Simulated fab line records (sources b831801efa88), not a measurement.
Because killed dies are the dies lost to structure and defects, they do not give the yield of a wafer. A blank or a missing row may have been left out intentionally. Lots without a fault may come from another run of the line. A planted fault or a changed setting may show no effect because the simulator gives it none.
8D (eight disciplines) problem report, filled in by code    flow sfq line    the parts of the form that need people (team, actions taken, sign-off) are left out

1. THE PROBLEM
bias w at SFQ_TRILAYER_I4_VIA_BARC_OPEN_VIA_ETCH_146 reads a mean of 75.79 W on 2 wafers of 2 lots; wafers without a fault read 79.99 W with a standard deviation of 0.23. Relative to the usual mean, that is a shift of -18 standard deviations.
The step: etches BARC in O2, target depth 125 nm, time 41.7 s.
The first sign was on wafer L753.1 at day 57 08:56, on rie diel-03. The record holds 42 wafers of 14 lots with a number at this step. The rule behind "out" and "out of limits": a value lying over 4 standard deviations away from the usual mean. Any other wafer with a number is counted as sound.

2. WHAT IT IS; WHAT IT IS NOT
question                     is                 is not
which readings at this step  bias w             drypump motor current A, oes product au
which lots                   L753, L755         L744, L746, L749, L758, L759, L761, L762, L763, L764, L765, L766, L767
which wafers of those lots   L753.1, L755.1     L753.2, L753.6, L755.3, L755.5
read on which tools          rie diel-03        rie diel-02, rie diel-04
when                         from day 57 08:56  up to then (11 sound wafers); but 29 sound wafers of L755, L758, L759, L761, L762, L763, L764, L765, L766, L767 came after

3. SUSPECTS, AND WHAT RULES EACH OUT
Counting: if a tool at a process step up to the reading ran every lot that is out, it stays a suspect. Sound lots after the first of them don't rule it out here, since some wafers of a struck lot are sound.
- rie diel-03 at SFQ_TRILAYER_I4_VIA_BARC_OPEN_VIA_ETCH_146 (etches BARC in O2, target depth 125 nm, time 41.7 s): kept. It ran every lot that is out, first L753 (day 57 08:56). Out on those wafers are its own readings of bias w.
- At SFQ_TRILAYER_I4_VIA_BARC_OPEN_VIA_ETCH_146, inside rie diel-03: chamber 1 took the wafers that are out, while their sound lot-mates went through chambers 2, 3.
After counting, what remains is rie diel-03 at SFQ_TRILAYER_I4_VIA_BARC_OPEN_VIA_ETCH_146.

4. THE CAUSE (what the simulator had put in)
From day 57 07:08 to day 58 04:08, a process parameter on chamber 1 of rie diel-03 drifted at SFQ_TRILAYER_I4_VIA_BARC_OPEN_VIA_ETCH_146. From 80, the setting bias w moved by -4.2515. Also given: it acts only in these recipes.
After counting, this tool was the only one left.

5. SEQUENCE OF EFFECTS, ordered by route
Each row: a reading where the mean over the struck wafers with a number is more than 3 standard deviations away from the usual. Only readings whose record carries a usual standard deviation are examined. hours: median over the lots of the time between each lot's start at the first step of this table that gives one and its start at this step. sigmas: the change, counted in usual standard deviations.
hours  step                                        reading  usual    on struck wafers  change  sigmas
0      SFQ_TRILAYER_I4_VIA_BARC_OPEN_VIA_ETCH_146  bias w   79.99 W  75.79             -4.20   -18
Its process steps:
- SFQ_TRILAYER_I4_VIA_BARC_OPEN_VIA_ETCH_146: etches BARC in O2, target depth 125 nm, time 41.7 s.
At these later measuring or inspecting steps, every struck wafer for which the step has a row has a number for every such reading, and none has moved that far: SFQ_M7_OVL_MEAS_945.

6. HOW IT WOULD HAVE BEEN CAUGHT EARLIER
In this record no reading fell out of limits until day 57 08:56, 2 hours after the fault had begun at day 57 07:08.
